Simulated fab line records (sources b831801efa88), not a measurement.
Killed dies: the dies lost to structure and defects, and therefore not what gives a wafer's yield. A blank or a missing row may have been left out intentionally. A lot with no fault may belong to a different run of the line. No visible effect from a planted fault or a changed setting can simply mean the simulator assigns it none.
A lot that was struck, set against a sound lot ; flow sky130 ; 17 steps out of a route of 708
Sound: the wafers L576.1, L576.4, L576.5. Struck: wafer L583.4 (left out: L583.3, L583.6 of the same lot, which were not struck); the cause appears at the end.
At each step with rows: each side's tool, then ch and its chambers, then its first start. Under that, the readings that differ: sound wafers ; struck wafers ; difference of the means ; sigmas: that difference in standard deviations of wafers without a fault.
alike: readings with means less than 2 such deviations apart, plus words and numbers identical on both sides. not compared: withheld readings, readings lacking a value on some wafer, bounds such as >300 that could conceal the same value, and numbers that have no deviation in the record and whose values overlap.
Wherever a step has rows on one side only, a row that says differs or no value, or a row with sigmas, the two part there. Non-overlapping numbers with no deviation appear without sigmas and do not part them. Lack of a reading on every wafer of one side parts them only where that side has two or more wafers.

first, 3 steps without rows for these wafers: SKY_LI_CONTACT_EXPOSE_09 (exposes mask LICM1, target cd 170 nm); SKY_LI_CONTACT_PEB_10; SKY_LI_CONTACT_DEVELOP_11 (develop time 60 s).
SKY_LI_CONTACT_CD_MEAS_12: target cd 170 nm.
  sound: cd-sem-02 at day 31 03:01; struck: cd-sem-02 at day 32 21:19
reading;sound;struck;difference;sigmas
cd-nm (nm);170.5 170.4 170.9;167.0;-3.6;-2
SKY_LI_CONTACT_OVL_MEAS_13:
  sound: overlay-02 at day 31 03:08; struck: overlay-01 at day 32 21:24
  alike: LI_CONTACT_OVL
SKY_LI_CONTACT_ETCH_14: etches BARC in N2/H2, stops on SiO2, time 45.9 s, target depth 60 nm.
  sound on rie-diel-03 ch 1,3, day 31 03:10; struck on rie-diel-03 ch 2, day 32 21:25
reading;sound;struck;difference;sigmas
throttle-valve-pct (%);13.229 13.226 13.238;13.209;-0.022;-2
  alike: drypump-motor-current-A, oes-product-au
  not compared: rf-hours-counter-h
then, 1 step without rows for these wafers: SKY_LI_CONTACT_ETCH_15 (etches PSG in C4F8/O2/Ar, stops on Si, target depth 600 nm).
SKY_LI_CONTACT_STRIP_16: strips in O2/N2.
  sound on plasma-asher-02 ch 1, day 31 03:18; struck on plasma-asher-04 ch 0, day 32 21:35
  alike: drypump-motor-current-A, oes-product-au, strip-time-to-endpoint-s
  not compared: rf-hours-counter-h
then, 2 steps without rows for these wafers: SKY_LI_CONTACT_CLEAN_17 (cleans in NMP, time 600 s); SKY_LI_CONTACT_PRE_CLEAN_18 (time 5.6 s).
SKY_LI_CONTACT_SPUTTER_19: material Ti, target thk 20 nm, time 106.37 s.
  sound: pvd-sputter-01 at day 31 03:35; struck: pvd-sputter-03 at day 32 21:51
  alike: throttle-valve-pct
SKY_LI_CONTACT_SPUTTER_20: material TiN, target thk 20 nm, time 80 s.
  sound: pvd-sputter-01 at day 31 03:40; struck: pvd-sputter-03 at day 32 21:55
  alike: throttle-valve-pct
SKY_LI_CONTACT_CVD_21: deposits W, target thk 400 nm, time 120.56 s.
  sound on cvd-w-01 ch 0,1, day 31 03:44; struck on cvd-w-01 ch 1, day 32 22:02
reading;sound;struck;difference;sigmas
model.W_of_LI_CONTACT_CVD_21.thk-nm (nm);392.9 395.1 392.7;417.8;+24.2;
  alike: heater-power-w
SKY_LI_CONTACT_RS_MEAS_22: the measuring method here is four-point-probe.
  sound: film-metro-02 at day 31 03:52; struck: film-metro-04 at day 32 22:09
reading;sound;struck;difference;sigmas
LI_CONTACT_W_RS (ohm/sq);0.290 0.289 0.290;0.272;-0.018;-6
SKY_LI_CONTACT_THK_MEAS_23: measures by xrf.
  sound: film-metro-02 at day 31 03:59; struck: film-metro-04 at day 32 22:15
reading;sound;struck;difference;sigmas
LI_CONTACT_W_THK (nm);365 368 365;390;+24;+4
SKY_LI_CONTACT_CMP_24: polishes, stops on PSG, t overpolish 20 s, target thk 0 nm.
  sound on cmp-01 ch 0,1,2, day 31 04:05; struck on cmp-02 ch 0, day 32 22:20
  alike: motor-current-A
-- record jumps: 16 days separate the struck wafers' starts on either side; left off in module LI_CONTACT, taken up again in module PAD_OPEN, whose first shown step is the route's number 708 --
SKY_PAD_OPEN_PROBE_99:
  sound: prober-01 at day 47 08:07; struck: prober-02 at day 48 15:45
  alike: killed_at_M0_to_M3, killed_at_M4_up, killed-at-contacts, killed-at-front-end, killed-at-other, killed-dies, killed-open, killed-short

== WHERE THEY PART ==
At SKY_LI_CONTACT_CD_MEAS_12 first; at SKY_LI_CONTACT_THK_MEAS_23 last (within this record only). Later steps at which nothing parts them and some readings are alike: SKY_LI_CONTACT_CMP_24, SKY_PAD_OPEN_PROBE_99.

WHY: the cause the simulator had injected
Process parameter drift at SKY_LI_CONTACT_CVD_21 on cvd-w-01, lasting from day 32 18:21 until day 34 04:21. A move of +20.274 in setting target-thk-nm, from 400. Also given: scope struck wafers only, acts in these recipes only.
